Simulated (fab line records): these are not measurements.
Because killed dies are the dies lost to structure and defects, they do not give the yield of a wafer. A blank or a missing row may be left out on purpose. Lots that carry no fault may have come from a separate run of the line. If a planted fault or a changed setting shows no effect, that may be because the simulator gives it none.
8D (eight disciplines) problem report, filled in by code    flow gf180mcu    the parts of the form that need people (team, actions taken, sign-off) are left out

== 1. PROBLEM STATEMENT ==
Wafers without a fault read 12.63 s, standard deviation 0.035; strip-time-to-endpoint-s at GF_SAB_STRIP_13 reads a mean of 12.04 s on 3 wafers belonging to 2 lots. Measured from the usual mean, that is -17 standard deviations.
The step: strips in O2/N2.
Earliest sighting: wafer L160.2 on plasma-asher-02 at day 20 06:43. The record has a number at this step for 39 wafers belonging to 13 lots. The rule behind "out" and "out of limits": a value lying over 4 standard deviations away from the usual mean. The other wafers with a number count as sound.

== 2. WHAT IT IS AND WHAT IT IS NOT ==
question                     is                                is not
which readings at this step  strip-time-to-endpoint-s          drypump-motor-current-A, heater-power-w, oes-product-au
which lots                   L160, L162                        L146, L147, L148, L149, L150, L151, L152, L153, L163, L165, L169
which wafers of those lots   L160.2, L162.2, L162.5            L160.4, L160.6, L162.4
read on which tools          plasma-asher-02, plasma-asher-03  plasma-asher-01
when                         from day 20 06:43                 up to then (26 sound wafers); but 10 sound wafers of L162, L163, L165, L169 came after

== 3. WHAT RULES OUT EACH SUSPECT ==
Counting: any tool at a process step up to the reading remains a suspect provided it ran every lot that is out. Sound lots after the first of them don't rule it out here, since some wafers of a struck lot are sound.
- litho-track-03 at GF_SAB_COAT_04 (resist thk 1000 nm): kept. Every lot that is out went through it, the first being L160 (day 19 18:49); the last sound lot it ran before that was L150 (day 15 22:24).
After counting, what remains is litho-track-03 at GF_SAB_COAT_04.

== 4. THE CAUSE (what the simulator had put in) ==
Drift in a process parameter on litho-track-03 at GF_SAB_COAT_04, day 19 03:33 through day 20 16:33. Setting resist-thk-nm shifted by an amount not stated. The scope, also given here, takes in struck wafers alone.
This tool alone remained once counting was done.

== 5. THE CHAIN OF EFFECTS, in route order ==
One row per reading whose mean, taken over the struck wafers that have a number, lies over 3 standard deviations from the usual. Only readings whose record carries a usual standard deviation are examined. hours: median over the lots of the time between each lot's start at the first step of this table that gives one and its start at this step. sigmas: the change, counted in usual standard deviations.
hours  step             reading                   usual    on struck wafers  change  sigmas
0      GF_SAB_STRIP_13  strip-time-to-endpoint-s  12.63 s  12.04             -0.59   -17
Here are the process steps it includes:
- GF_SAB_STRIP_13: strips in O2/N2.

== 6. HOW IT WOULD HAVE BEEN CAUGHT EARLIER ==
27 hours passed between the start of the fault at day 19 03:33 and the first reading out of limits in this record, taken at day 20 06:43.
Lots out: 2; of these, L162 started GF_SAB_COAT_04 on litho-track-03 after day 20 06:43. It would have been spared by a hold on the tool at that moment.
